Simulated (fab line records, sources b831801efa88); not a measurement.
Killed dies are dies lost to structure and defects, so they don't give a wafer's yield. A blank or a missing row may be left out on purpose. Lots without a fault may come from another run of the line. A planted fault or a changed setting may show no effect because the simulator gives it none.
Problem report in the 8D (eight disciplines) form, filled by code | flow sky130 | the parts of the form that need people (team, actions taken, sign-off) are left out

1. THE PROBLEM
run_length_s at SKY_LI_CONTACT_ETCH_14 reads a mean of 52.0 s on 1 wafer of 1 lot; wafers without a fault read 74.3 s with a standard deviation of 0.4. That is -56 standard deviations from the usual mean.
The step: etches BARC in N2/H2, stops on SiO2, time 45.9 s, target depth 60 nm.
First seen on wafer L328.2, day 30 23:08, on rie_diel-04. The record holds 39 wafers of 13 lots with a number at this step. Rule for "out", or "out of limits": more than 4 standard deviations from the usual mean. The other wafers with a number count as sound.

2. WHAT IT IS AND WHAT IT IS NOT
question                    | is                           | is not
which readings at this step | run_length_s, oes_product_au | drypump_motor_current_A
which lots                  | L328                         | L325, L326, L329, L335, L337, L339, L340, L341, L342, L343, L345, L346
which wafers of those lots  | L328.2                       | L328.1, L328.3
read on which tools         | rie_diel-04                  | rie_diel-02, rie_diel-03
when                        | from day 30 23:08            | up to then (8 sound wafers); but 30 sound wafers of L329, L335, L337, L339, L340, L341, L342, L343, L345, L346 came after

3. SUSPECTS, AND WHAT RULES EACH OUT
Counting: a tool at a process step up to the reading stays a suspect if it ran every lot that is out. Sound lots after the first of them don't rule it out here, since some wafers of a struck lot are sound.
- rie_diel-04 at SKY_LI_CONTACT_ETCH_14 (etches BARC in N2/H2, stops on SiO2, time 45.9 s, target depth 60 nm): kept. It ran the lot that is out, L328 (day 30 23:08); its last sound lot up to then is L325 (day 29 16:10). Its own readings are out on those wafers: oes_product_au, run_length_s.
- Within rie_diel-04 at SKY_LI_CONTACT_ETCH_14: the wafers that are out ran in chamber 2; their sound lot-mates ran in chambers 0, 1.
Left after counting: rie_diel-04 at SKY_LI_CONTACT_ETCH_14.

4. THE CAUSE (what the simulator had put in)
Process parameter drift: rie_diel-04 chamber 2, from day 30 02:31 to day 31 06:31, at SKY_LI_CONTACT_ETCH_14. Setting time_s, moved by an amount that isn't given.
Counting left only this tool.

5. THE CHAIN OF EFFECTS, in route order
Each row: a reading whose mean over the struck wafers that have a number lies more than 3 standard deviations from the usual. Only readings for which the record gives a usual standard deviation are gone through. hours: the time from each lot's start at the first step in this table that gives one to its start at this step, as a median over the lots. sigmas: the change in usual standard deviations.
hours | step                    | reading                  | usual      | on struck wafers | change | sigmas
0     | SKY_LI_CONTACT_ETCH_14  | oes_product_au           | 0.854 a.u. | 0.992            | +0.138 | +31
0     | SKY_LI_CONTACT_ETCH_14  | run_length_s             | 74.3 s     | 52.0             | -22.3  | -56
0     | SKY_LI_CONTACT_STRIP_16 | strip_time_to_endpoint_s | 3.49 s     | 3.73             | +0.24  | +6.5
The process steps in it:
- SKY_LI_CONTACT_ETCH_14: etches BARC in N2/H2, stops on SiO2, time 45.9 s, target depth 60 nm.
- SKY_LI_CONTACT_STRIP_16: strips in O2/N2.

6. WHAT WOULD HAVE CAUGHT IT SOONER
In this record the first reading out of limits was taken at day 30 23:08, 21 hours after the fault began at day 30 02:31.
